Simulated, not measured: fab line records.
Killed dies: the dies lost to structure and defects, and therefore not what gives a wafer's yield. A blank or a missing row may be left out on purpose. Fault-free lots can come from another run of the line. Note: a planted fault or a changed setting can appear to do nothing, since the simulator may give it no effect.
fab line records -- flow sky130
[record] lots = 7, wafers = 20, lastDay = 50
route steps=708 shown VT_ADJUST_PCH@145 SONOS_TUNNEL@154 PAD_OPEN@708
lots that met no fault: taken from a fault-free run of the same line
startH: start of the lot's first displayed wafer, in hours after the record's first day -- waitH: hours elapsed since this lot's preceding step -- " same as the row above -- L1.1+2: one row covering several wafers at once -- - no value, or no start given -- * or withheld: withheld -- < > ~ a bound
route shown NAME@n: NAME is a module with steps in the file, n the number in the route of the first one -- usual: average and standard deviation across the fault-free wafers -- same: alike in all rows -- chamber/n: place in a boat -- sites: readings site by site -- _std_site: their standard deviation -- _edge_site: outer sites' mean less inner sites' -- radiusMm: how far each site lies from the wafer's centre -- mask NAME#n: copy n -- behind: the last tool/chamber to shape the wafer -- hold: what put the lot on hold/how long, in hours/how the hold closed -- device: the transistor (n, p or np) that didn't switch -- end of line: at the end of the route, the tests of the same wafers -- step lacking rows: just its recipe -- killed: dies lost to structure and defects at the first sort, not the wafer's yield -- map: dies across one wafer; x = killed, . = not, _ = none there
set.NAME: the run value of the setting; set.NAME@STEP: its run value at that earlier step -- model.NAME: the simulator's own value behind a step, which no gauge read
lots at selected steps of the route; one table per step, one row per wafer
services: from which hour (startH, from the record's first day; less than 0 if before it) a tool's chamber was out of use, for how many hours, and why
[[steps]]
[step SKY_VT_ADJUST_PCH_COAT_02]
[recipe] spinRpm = 2000, resistThkNm = 3000
[step SKY_VT_ADJUST_PCH_SOFTBAKE_03]
[recipe] tempC = 110, timeS = withheld
[step SKY_VT_ADJUST_PCH_EXPOSE_04]
[recipe] maskId = NWM, na = 0.6, sourceShape = conventional, sigmaOuter = 0.6, polarization = unpolarized, targetCdNm = 840, doseMj = 255
[step SKY_VT_ADJUST_PCH_PEB_05]
[recipe] tempC = 115, timeS = withheld
[step SKY_VT_ADJUST_PCH_DEVELOP_06]
[recipe] wallAngleDeg = 90, developer = TMAH, developTimeS = 60, devTempC = 23
[step SKY_VT_ADJUST_PCH_OVL_MEAS_07]
[usual] VT_ADJUST_PCH_OVL = 0.8/1.2
lot.wafer,tool,chamber,startH,waitH,VT_ADJUST_PCH_OVL[nm]
L172.2,overlay-01,-,254.81,-,1.5
L172.4,overlay-01,-,254.81,-,1.1
L172.5,overlay-01,-,254.81,-,0.3
L174.2,overlay-02,-,276.81,-,0.6
L174.3,overlay-02,-,276.81,-,0.4
L174.6,overlay-02,-,276.81,-,0.4
L177.2,overlay-01,-,290.71,-,1.7
L177.6,overlay-01,-,290.71,-,1.2
L183.1,overlay-01,-,323.79,-,0.9
L183.2,overlay-01,-,323.79,-,1.1
L183.4,overlay-01,-,323.79,-,0.9
L185.4,overlay-02,-,326.82,-,0.4
L185.5,overlay-02,-,326.82,-,-0.6
L185.6,overlay-02,-,326.82,-,1.6
L188.1,overlay-01,-,351.79,-,0.4
L188.3,overlay-01,-,351.79,-,0.0
L188.6,overlay-01,-,351.79,-,-0.8
L194.3,overlay-01,-,396.76,-,0.5
L194.4,overlay-01,-,396.76,-,1.3
L194.5,overlay-01,-,396.76,-,-1.0
[step SKY_VT_ADJUST_PCH_IMPLANT_08]
[recipe] species = B, energyKev = 10, doseCm2 = 5e+11, tiltDeg = withheld
[step SKY_VT_ADJUST_PCH_STRIP_09]
[recipe] chemistry = O2/N2, powerW = 1400, pressureMtorr = 1500, platenTempC = withheld, o2FlowSccm = 3000, n2FlowSccm = 300, overashFraction = 0.5
[usual] drypumpMotorCurrentA = 5.6/0.5, oesProductAu = 0.722/0.0041, stripTimeToEndpointS = 36.94/0.12
lot.wafer,tool,chamber,startH,waitH,drypumpMotorCurrentA,oesProductAu,rfHoursCounterH,stripTimeToEndpointS
L172.2,plasmaAsher-04,0,254.99,0.1,5.2,0.728,60,36.75
L172.4,plasmaAsher-04,0,254.99,0.1,5.2,0.721,-,36.73
L172.5,plasmaAsher-04,1,254.99,0.1,6.0,0.721,-,36.67
L174.2,plasmaAsher-03,0,276.99,0.1,6.2,0.729,46,36.90
L174.3,plasmaAsher-03,0,276.99,0.1,6.2,0.722,-,36.81
L174.6,plasmaAsher-03,0,276.99,0.1,6.2,0.728,-,36.84
L177.2,plasmaAsher-02,1,290.89,0.1,5.8,0.719,17,36.90
L177.6,plasmaAsher-02,1,290.89,0.1,5.9,0.720,-,36.96
L183.1,plasmaAsher-02,1,323.98,0.1,5.9,0.716,20,37.04
L183.2,plasmaAsher-02,0,323.98,0.1,4.8,0.724,20,37.03
L183.4,plasmaAsher-02,0,323.98,0.1,4.8,0.726,-,36.96
L185.4,plasmaAsher-04,0,327.02,0.1,5.2,0.722,-,36.83
L185.5,plasmaAsher-04,0,327.02,0.1,5.2,0.727,-,36.94
L185.6,plasmaAsher-04,1,327.02,0.1,6.0,0.726,-,36.89
L188.1,plasmaAsher-03,0,351.98,0.1,6.1,0.729,54,37.17
L188.3,plasmaAsher-03,1,351.98,0.1,5.6,0.723,-,37.01
L188.6,plasmaAsher-03,1,351.98,0.1,5.6,0.722,-,37.07
L194.3,plasmaAsher-02,0,396.96,0.1,4.7,0.729,-,36.96
L194.4,plasmaAsher-02,1,396.96,0.1,5.9,0.720,-,36.96
L194.5,plasmaAsher-02,1,396.96,0.1,5.9,0.727,-,36.86
[step SKY_VT_ADJUST_PCH_TW_MEAS_10]
[usual] VT_ADJUST_PCH_TW = 143.3/0.95
lot.wafer,tool,chamber,startH,waitH,VT_ADJUST_PCH_TW
L172.2,filmMetro-02,-,255.10,0.1,143.1
L172.4,filmMetro-02,-,255.10,0.1,142.3
L172.5,filmMetro-02,-,255.10,0.1,142.5
L174.2,filmMetro-01,-,277.10,0.1,144.2
L174.3,filmMetro-01,-,277.10,0.1,144.4
L174.6,filmMetro-01,-,277.10,0.1,144.3
L177.2,filmMetro-03,-,291.00,0.1,141.9
L177.6,filmMetro-03,-,291.00,0.1,142.5
L183.1,filmMetro-01,-,324.08,0.1,144.4
L183.2,filmMetro-01,-,324.08,0.1,144.6
L183.4,filmMetro-01,-,324.08,0.1,144.0
L185.4,filmMetro-03,-,327.12,0.1,142.1
L185.5,filmMetro-03,-,327.12,0.1,141.8
L185.6,filmMetro-03,-,327.12,0.1,142.1
L188.1,filmMetro-01,-,352.08,0.1,144.2
L188.3,filmMetro-01,-,352.08,0.1,144.0
L188.6,filmMetro-01,-,352.08,0.1,144.6
L194.3,filmMetro-01,-,397.05,0.1,143.9
L194.4,filmMetro-01,-,397.05,0.1,144.0
L194.5,filmMetro-01,-,397.05,0.1,143.9
[step SKY_SONOS_TUNNEL_DEHYDRATE_00]
[recipe] tempC = 200, timeS = 60
[step SKY_SONOS_TUNNEL_HMDS_01]
[recipe] primeTimeS = 60, primeTempC = 120
[step SKY_SONOS_TUNNEL_COAT_02]
[recipe] resist = NOVOLAK, spinRpm = 3000, resistThkNm = 1140
[step SKY_SONOS_TUNNEL_SOFTBAKE_03]
[recipe] tempC = 90, timeS = 60, resist = NOVOLAK
[usual] runLengthS = 89.07/0.11
lot.wafer,tool,chamber,startH,waitH,runLengthS
L172.2,lithoTrack-01,0,267.83,0.1,89.03
L172.4,lithoTrack-01,0,267.83,0.1,89.01
L172.5,lithoTrack-01,0,267.83,0.1,88.99
L174.2,lithoTrack-01,0,289.68,0.1,94.61
L174.3,lithoTrack-01,0,289.68,0.1,89.04
L174.6,lithoTrack-01,0,289.68,0.1,89.00
L177.2,lithoTrack-01,0,303.03,0.1,94.93
L177.6,lithoTrack-01,0,303.03,0.1,89.11
L183.1,lithoTrack-01,0,336.80,0.1,89.02
L183.2,lithoTrack-01,0,336.80,0.1,94.83
L183.4,lithoTrack-01,0,336.80,0.1,94.75
L185.4,lithoTrack-02,0,340.43,0.1,89.15
L185.5,lithoTrack-02,0,340.43,0.1,89.04
L185.6,lithoTrack-02,0,340.43,0.1,88.95
L188.1,lithoTrack-04,0,365.45,0.1,89.29
L188.3,lithoTrack-04,0,365.45,0.1,88.96
L188.6,lithoTrack-04,0,365.45,0.1,89.03
L194.3,lithoTrack-02,0,411.40,0.1,89.26
L194.4,lithoTrack-02,0,411.40,0.1,89.01
L194.5,lithoTrack-02,0,411.40,0.1,89.08
[step SKY_SONOS_TUNNEL_EXPOSE_04]
[recipe] maskId = TUNM, na = 0.6, sourceShape = conventional, sigmaOuter = 0.6, polarization = unpolarized, targetCdNm = 410, doseMj = 136
[step SKY_PAD_OPEN_PROBE_99]
[usual] killed_at_M0_to_M3 = 44/6.9, killed_at_M4_up = 3.3/1.7, killedAtContacts = 24/5.5, killedAtFrontEnd = 16/4.5, killedAtOther = 0.2/0.46, killedDies = 87/9.1, killedOpen = 48/7.3, killedShort = 39/6.2
[same] grossDies = 492, killedAtBackSide = 0
lot.wafer,tool,chamber,startH,waitH,killed_at_M0_to_M3,killed_at_M4_up,killedAtContacts,killedAtFrontEnd,killedAtOther,killedDies,killedOpen,killedShort
L172.2,prober-01,-,1097.91,0.1,43,3,31,15,0,92,49,42
L172.4,prober-01,-,1098.01,0.2,44,7,25,14,0,90,49,38
L172.5,prober-01,-,1098.06,0.2,39,2,19,22,0,82,49,33
L174.2,prober-02,-,1117.69,0.1,54,6,10,13,0,83,43,40
L174.3,prober-02,-,1117.74,0.2,54,4,27,20,2,107,59,45
L174.6,prober-02,-,1117.89,0.2,45,2,28,20,1,96,42,53
L177.2,prober-01,-,1118.42,0.1,56,1,19,13,0,89,38,48
L177.6,prober-01,-,1118.62,0.2,51,2,31,19,0,103,58,44
L185.4,prober-01,-,1163.37,0.2,43,5,18,17,0,83,45,38
L185.5,prober-01,-,1163.42,0.2,38,7,28,24,0,97,53,44
L185.6,prober-01,-,1163.47,0.2,49,2,21,12,0,84,46,38
L183.1,prober-01,-,1166.83,0.1,46,7,19,19,0,91,47,44
L183.2,prober-01,-,1166.88,0.1,34,9,28,16,0,87,50,37
L183.4,prober-01,-,1166.98,0.2,35,3,28,11,1,78,44,34
L188.1,prober-01,-,1176.46,0.1,46,3,18,15,1,83,46,37
L188.3,prober-01,-,1176.56,0.2,44,3,19,12,1,79,42,37
L188.6,prober-01,-,1176.71,0.2,58,4,23,15,0,100,51,49
L194.3,prober-01,-,1197.20,0.2,38,1,30,12,0,81,49,32
L194.4,prober-01,-,1197.25,0.2,39,1,28,14,0,82,48,34
L194.5,prober-01,-,1197.30,0.2,40,3,32,12,1,88,48,40
// killed by level:class
L172.2 CONTACT:geometricParticle:open=11 METAL2:geometricParticle:short=9 LI_CONTACT:geometricParticle:open=8 VIA1:geometricParticle:open=7 FIELD_ISO:geometricParticle:open=6 VIA1:geometricParticle:short=6 LOCAL_INTERCONNECT:geometricParticle:short=6 VIA2:geometricParticle:open=6
L172.4 VIA1:geometricParticle:open=12 CONTACT:geometricParticle:open=11 VIA1:geometricParticle:short=10 CONTACT:geometricParticle:short=8 VIA2:geometricParticle:open=7 METAL4:geometricParticle:short=5 POLY_GATE:geometricParticle:short=4 LI_CONTACT:geometricParticle:open=4
L172.5 VIA1:geometricParticle:open=9 POLY_GATE:geometricParticle:open=7 CONTACT:geometricParticle:open=7 LI_CONTACT:geometricParticle:open=6 VIA2:geometricParticle:open=6 FIELD_ISO:geometricParticle:short=5 VIA1:geometricParticle:short=5 METAL2:geometricParticle:short=5
L174.2 METAL1:geometricParticle:short=7 VIA2:geometricParticle:open=7 VIA1:geometricParticle:short=6 VIA1:geometricParticle:open=6 VIA2:geometricParticle:short=6 POLY_GATE:geometricParticle:open=5 LI_CONTACT:geometricParticle:open=5 VIA3:geometricParticle:short=5
L174.3 VIA1:geometricParticle:open=13 VIA2:geometricParticle:open=8 POLY_GATE:geometricParticle:open=6 CONTACT:geometricParticle:short=6 METAL1:geometricParticle:short=6 VIA3:geometricParticle:open=6 LI_CONTACT:geometricParticle:open=5 LOCAL_INTERCONNECT:geometricParticle:short=5
L174.6 CONTACT:geometricParticle:open=13 METAL2:geometricParticle:short=9 VIA2:geometricParticle:open=8 VIA1:geometricParticle:open=8 POLY_GATE:geometricParticle:short=7 LI_CONTACT:geometricParticle:open=6 METAL1:geometricParticle:short=6 FIELD_ISO:geometricParticle:short=5
L177.2 VIA1:geometricParticle:open=13 METAL3:geometricParticle:short=8 METAL1:geometricParticle:short=7 FIELD_ISO:geometricParticle:short=5 LI_CONTACT:geometricParticle:open=5 CONTACT:geometricParticle:open=5 VIA1:geometricParticle:short=5 METAL2:geometricParticle:short=5
L177.6 LI_CONTACT:geometricParticle:open=10 VIA1:geometricParticle:open=9 CONTACT:geometricParticle:open=8 VIA2:geometricParticle:open=7 METAL2:geometricParticle:short=7 VIA1:geometricParticle:short=6 VIA3:geometricParticle:open=6 LOCAL_INTERCONNECT:geometricParticle:short=5
L185.4 VIA1:geometricParticle:open=9 METAL2:geometricParticle:short=9 LI_CONTACT:geometricParticle:open=8 VIA2:geometricParticle:open=7 FIELD_ISO:geometricParticle:short=6 CONTACT:geometricParticle:open=5 POLY_GATE:geometricParticle:short=4 POLY_GATE:geometricParticle:open=4
L185.5 CONTACT:geometricParticle:open=10 FIELD_ISO:geometricParticle:open=7 LI_CONTACT:geometricParticle:open=7 VIA1:geometricParticle:open=7 FIELD_ISO:geometricParticle:short=6 LOCAL_INTERCONNECT:geometricParticle:short=6 POLY_GATE:geometricParticle:short=5 VIA3:geometricParticle:open=5
L185.6 VIA1:geometricParticle:open=10 CONTACT:geometricParticle:open=8 METAL1:geometricParticle:short=7 VIA1:geometricParticle:short=7 METAL2:geometricParticle:short=7 POLY_GATE:geometricParticle:open=6 VIA2:geometricParticle:open=6 VIA3:geometricParticle:open=5
L183.1 VIA3:geometricParticle:open=10 VIA1:geometricParticle:open=8 METAL4:geometricParticle:short=7 CONTACT:geometricParticle:open=6 METAL1:geometricParticle:short=5 FIELD_ISO:geometricParticle:open=4 POLY_GATE:geometricParticle:open=4 LI_CONTACT:geometricParticle:open=4
L183.2 LI_CONTACT:geometricParticle:open=11 CONTACT:geometricParticle:open=9 VIA1:geometricParticle:open=7 METAL4:geometricParticle:short=6 POLY_GATE:geometricParticle:short=5 VIA3:geometricParticle:open=5 METAL2:geometricParticle:short=5 FIELD_ISO:geometricParticle:open=4
L183.4 VIA1:geometricParticle:open=10 CONTACT:geometricParticle:short=8 CONTACT:geometricParticle:open=7 VIA2:geometricParticle:open=7 LOCAL_INTERCONNECT:geometricParticle:short=5 LI_CONTACT:geometricParticle:open=5 VIA3:geometricParticle:open=4 FIELD_ISO:geometricParticle:short=3
L188.1 VIA1:geometricParticle:open=11 VIA2:geometricParticle:open=11 LI_CONTACT:geometricParticle:open=7 CONTACT:geometricParticle:open=5 METAL2:geometricParticle:short=5 METAL1:geometricParticle:short=5 FIELD_ISO:geometricParticle:short=4 VIA1:geometricParticle:short=4
L188.3 VIA2:geometricParticle:open=8 METAL1:geometricParticle:short=7 VIA1:geometricParticle:open=7 METAL3:geometricParticle:short=7 LI_CONTACT:geometricParticle:open=6 CONTACT:geometricParticle:open=5 POLY_GATE:geometricParticle:short=4 METAL1:geometricParticle:open=4
L188.6 VIA1:geometricParticle:open=16 CONTACT:geometricParticle:open=11 METAL1:geometricParticle:short=8 VIA1:geometricParticle:short=7 VIA2:geometricParticle:open=6 LOCAL_INTERCONNECT:geometricParticle:short=5 METAL2:geometricParticle:short=5 VIA3:geometricParticle:open=5
L194.3 VIA1:geometricParticle:open=13 LOCAL_INTERCONNECT:geometricParticle:short=9 CONTACT:geometricParticle:open=9 VIA3:geometricParticle:open=5 VIA3:geometricParticle:short=5 LI_CONTACT:geometricParticle:open=4 LOCAL_INTERCONNECT:geometricParticle:open=4 FIELD_ISO:geometricParticle:open=3
L194.4 CONTACT:geometricParticle:open=10 VIA1:geometricParticle:short=8 VIA1:geometricParticle:open=8 LI_CONTACT:geometricParticle:open=7 VIA3:geometricParticle:open=5 POLY_GATE:geometricParticle:short=4 LI_CONTACT:geometricParticle:short=4 METAL2:geometricParticle:short=4
L194.5 CONTACT:geometricParticle:open=15 LOCAL_INTERCONNECT:geometricParticle:short=11 VIA1:geometricParticle:open=10 VIA2:geometricParticle:open=5 VIA2:geometricParticle:short=5 FIELD_ISO:geometricParticle:short=4 LI_CONTACT:geometricParticle:open=4 VIA1:geometricParticle:short=4
[[services]]
tool,chamber,startH,hours,kind
plasmaAsher-02,-,240.68,0.9,repair
plasmaAsher-03,-,270.39,0.4,repair
plasmaAsher-04,-,283.36,8.3,repair
plasmaAsher-02,-,357.72,8.3,repair
[[key]]
[firstSign] step = SKY_SONOS_TUNNEL_SOFTBAKE_03, reading = runLengthS, direction = up, sigmas = 51, usual = *, struck = *
effect none on later readings
metAt SKY_SONOS_TUNNEL_SOFTBAKE_03
struckWafers L174.2,L177.2,L183.2,L183.4
testerLeftOut L174,L177,L183
onsetBetween 267.83 289.68
[fault] kind = processParameterDrift, tool = lithoTrack-01, chamber = -, onsetH = 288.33, steps = SKY_SONOS_TUNNEL_SOFTBAKE_03, channel = timeS, offset = *, shape = step, endH = 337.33, scope = struckWafersOnly, actsIn = *, stated = *
// testerLeftOut: of these lots the tester's yield and bins aren't shown, on N5 and GAA mostly nor the transistor test; their killed dies are dies lost to structure and defects alone, not to doping, threshold or leakage, so they don't give the yield
